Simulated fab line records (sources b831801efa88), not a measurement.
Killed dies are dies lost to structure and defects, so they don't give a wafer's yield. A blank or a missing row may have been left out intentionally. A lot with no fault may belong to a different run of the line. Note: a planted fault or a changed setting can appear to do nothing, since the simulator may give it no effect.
Code-filled problem report in 8D (eight disciplines) form -- flow sky130 -- the parts of the form that need people (team, actions taken, sign-off) are left out

1. THE PROBLEM
A mean of 0.784 a.u. is read at SKY_METAL1_METAL_ETCH_19 for oes_product_au, taken on 1 wafer of 1 lot, against 0.856 a.u. (standard deviation 0.006) on wafers free of any fault. That puts it -12 standard deviations away from the usual mean.
The step: etches the open film in Cl2/BCl3, stops on SiO2, target depth 360 nm, time 78 s.
First seen on wafer L454.6, day 37 03:23, on rie_metal-04. At this step, 32 wafers from 11 lots have a number in the record. Rule for "out", or "out of limits": more than 4 standard deviations from the usual mean. The other wafers with a number count as sound.

2. WHAT IT IS, AND WHAT IT ISN'T
question,is,is not
which readings at this step,oes_product_au,"drypump_motor_current_A, throttle_valve_pct"
which lots,L454,"L442, L444, L445, L446, L447, L455, L458, L461, L463, L465"
which wafers of those lots,L454.6,"L454.4, L454.5"
read on which tools,rie_metal-04,"rie_metal-02, rie_metal-03"
when,from day 37 03:23,"up to then (17 sound wafers); but 14 sound wafers of L455, L458, L461, L463, L465 came after"

3. SUSPECTS, AND WHAT RULES EACH OUT
Counting: a tool at a process step up to the reading stays a suspect if it ran every lot that is out. Sound lots after the first of them don't rule it out here, since some wafers of a struck lot are sound.
- cmp-01 at SKY_CONTACT_CMP_27 (polishes, stops on SiO2, t overpolish 15 s, target thk 0 nm): kept. L454, the lot that is out, went through it at day 36 00:44; up to then, the latest sound lot through it was L447 at day 33 15:02.
- rie_metal-04 at SKY_METAL1_METAL_ETCH_19 (etches the open film in Cl2/BCl3, stops on SiO2, target depth 360 nm, time 78 s): kept. L454, the lot that is out, went through it at day 37 03:23; up to then, the latest sound lot through it was L446 at day 34 16:52. Its own readings are out on those wafers: oes_product_au.
- At SKY_METAL1_METAL_ETCH_19 on rie_metal-04, chamber 0 took the sound wafers of the same lots and chamber 1 took the wafers that are out.
After counting, cmp-01 at SKY_CONTACT_CMP_27 and rie_metal-04 at SKY_METAL1_METAL_ETCH_19 remain.

4. THE CAUSE (what the simulator had put in)
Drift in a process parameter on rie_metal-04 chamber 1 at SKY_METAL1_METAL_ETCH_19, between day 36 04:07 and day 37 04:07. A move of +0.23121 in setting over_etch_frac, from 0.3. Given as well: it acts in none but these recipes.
2 suspects survive the count, and this tool is in that group.

5. THE EFFECT CHAIN, in route order
Rows list readings where the struck wafers' mean (over those with a number) sits beyond 3 standard deviations from the usual. Scope: only readings with a usual standard deviation given in the record; hours: median across lots of the time from each lot's start at the first step in this table that gives one to its start at this step; sigmas: change in usual standard deviations.
hours,step,reading,usual,on struck wafers,change,sigmas
0,SKY_METAL1_METAL_ETCH_19,oes_product_au,0.856 a.u.,0.784,-0.072,-12
0,SKY_METAL1_STRIP_20,oes_product_au,0.343 a.u.,0.320,-0.023,-5.1
0,SKY_METAL1_STRIP_20,strip_time_to_endpoint_s,2.71 s,2.26,-0.45,-9.6
The process steps in it:
- SKY_METAL1_METAL_ETCH_19: etches the open film in Cl2/BCl3, stops on SiO2, target depth 360 nm, time 78 s.
- SKY_METAL1_STRIP_20: strips in O2/N2.

6. WHAT WOULD HAVE CAUGHT IT SOONER
In this record the first reading out of limits was taken at day 37 03:23, 23 hours after the fault began at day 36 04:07.
